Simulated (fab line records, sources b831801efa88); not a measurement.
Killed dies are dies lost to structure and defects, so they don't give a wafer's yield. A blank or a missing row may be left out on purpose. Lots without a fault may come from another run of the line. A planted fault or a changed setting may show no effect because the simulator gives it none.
A struck lot beside a sound one | flow sfq_line | 14 steps out of a route of 325
Sound: wafers L172.3, L172.4, L172.5. Struck: wafer L178.4. (L178.5 of the same lot was not struck and is left out.) The cause comes at the end.
At each step with rows: each side's tool, then ch and its chambers, then its first start. Under that, the readings that differ: sound wafers | struck wafers | difference of the means | sigmas: that difference in standard deviations of wafers without a fault.
alike: readings whose means differ by less than 2 such deviations, and words and numbers that are the same on both sides. not compared: withheld readings, readings that some wafer has no value for, bounds like >300 that may hide the same value, and numbers for which the record gives no deviation and whose values overlap.
The two part at a step that has a row with sigmas, a row that says differs or no value, or rows on one side only. Numbers that don't overlap but have no deviation are shown without sigmas and don't part them. A reading that every wafer of one side lacks parts them only if that side has two wafers or more.

SFQ_TRILAYER_R5_BARC_OPEN_METAL_ETCH_177: etches BARC in O2, target depth 125 nm, time 41.7 s.
  sound on rie_metal-01 ch 1, day 68 19:09; struck on rie_metal-03 ch 1, day 69 05:56
  reading               | sound             | struck | difference | sigmas
  oes_product_au (a.u.) | 0.681 0.689 0.687 | 0.696  | +0.010     | +2
  alike: drypump_motor_current_A
  not compared: rf_hours_counter_h
SFQ_TRILAYER_R5_ETCH_METAL_ETCH_139: etches the open film in Cl2, stops on SiO2, target depth 60 nm, time 40 s.
  sound on rie_metal-01 ch 1, day 68 19:16; struck on rie_metal-03 ch 1, day 69 05:59
  alike: drypump_motor_current_A, oes_product_au
  not compared: rf_hours_counter_h
SFQ_TRILAYER_R5_STRIP_STRIP_140: strips in O2.
  sound on rie_metal-01 ch 1, day 68 19:44; struck on rie_metal-03 ch 1, day 69 06:14
  alike: drypump_motor_current_A, oes_product_au
  not compared: rf_hours_counter_h
then, 1 step without rows for these wafers: SFQ_TRILAYER_R5_STRIP_SOLV_CLEAN_141 (cleans in NMP, time 600 s).
SFQ_TRILAYER_A5C_DEP_PECVD_142: deposits SiO2 from SiH4/N2O, time 15.556 s, target thk 70 nm.
  sound on pecvd-03 ch 1,2, day 68 20:43; struck on pecvd-04 ch 1, day 69 06:49
  alike: heater_power_w, throttle_valve_pct
then, 6 steps without rows for these wafers: SFQ_TRILAYER_I5_LITHO_COAT_149 (resist thk 62 nm); SFQ_TRILAYER_I5_LITHO_COAT_144 (resist thk 650 nm); SFQ_TRILAYER_I5_LITHO_SOFTBAKE_148; SFQ_TRILAYER_I5_LITHO_EXPOSE_145 (exposes mask I5, target cd 700 nm); SFQ_TRILAYER_I5_LITHO_PEB_147 (peb time 60 s); SFQ_TRILAYER_I5_LITHO_DEVELOP_146 (time 60 s).
-- the record jumps here: 4 days lie between the struck wafers' starts before and after --
SFQ_I5_OVL_MEAS_936:
  sound on overlay-02, day 72 18:25; struck on overlay-02, day 73 12:32
  alike: I5_OVL
SFQ_TRILAYER_I5_BARC_OPEN_VIA_ETCH_200: etches BARC in O2, target depth 125 nm, time 41.7 s.
  sound on rie_diel-02 ch 0,1,2, day 72 18:26; struck on rie_diel-04 ch 1, day 73 12:33
  reading                                             | sound             | struck | difference | sigmas
  model.KrF_of_TRILAYER_I5_LITHO_COAT_144.thk_nm (nm) | 575.7 574.9 575.3 | 552.8  | -22.5      |
  alike: drypump_motor_current_A, oes_product_au
  not compared: rf_hours_counter_h
SFQ_TRILAYER_I5_ETCH_VIA_ETCH_147: etches the open film in CHF3, stops on Nb, target depth 360 nm.
  sound on rie_diel-02 ch 0,1,2, day 72 18:28; struck on rie_diel-04 ch 1, day 73 12:35
  alike: drypump_motor_current_A, oes_product_au

WHERE THEY PART
Only at SFQ_TRILAYER_R5_BARC_OPEN_METAL_ETCH_177, within this record. Later steps at which nothing parts them and some readings are alike: SFQ_TRILAYER_R5_ETCH_METAL_ETCH_139, SFQ_TRILAYER_R5_STRIP_STRIP_140, SFQ_TRILAYER_A5C_DEP_PECVD_142, SFQ_I5_OVL_MEAS_936, SFQ_TRILAYER_I5_BARC_OPEN_VIA_ETCH_200, SFQ_TRILAYER_I5_ETCH_VIA_ETCH_147.

WHY: what the simulator had put in
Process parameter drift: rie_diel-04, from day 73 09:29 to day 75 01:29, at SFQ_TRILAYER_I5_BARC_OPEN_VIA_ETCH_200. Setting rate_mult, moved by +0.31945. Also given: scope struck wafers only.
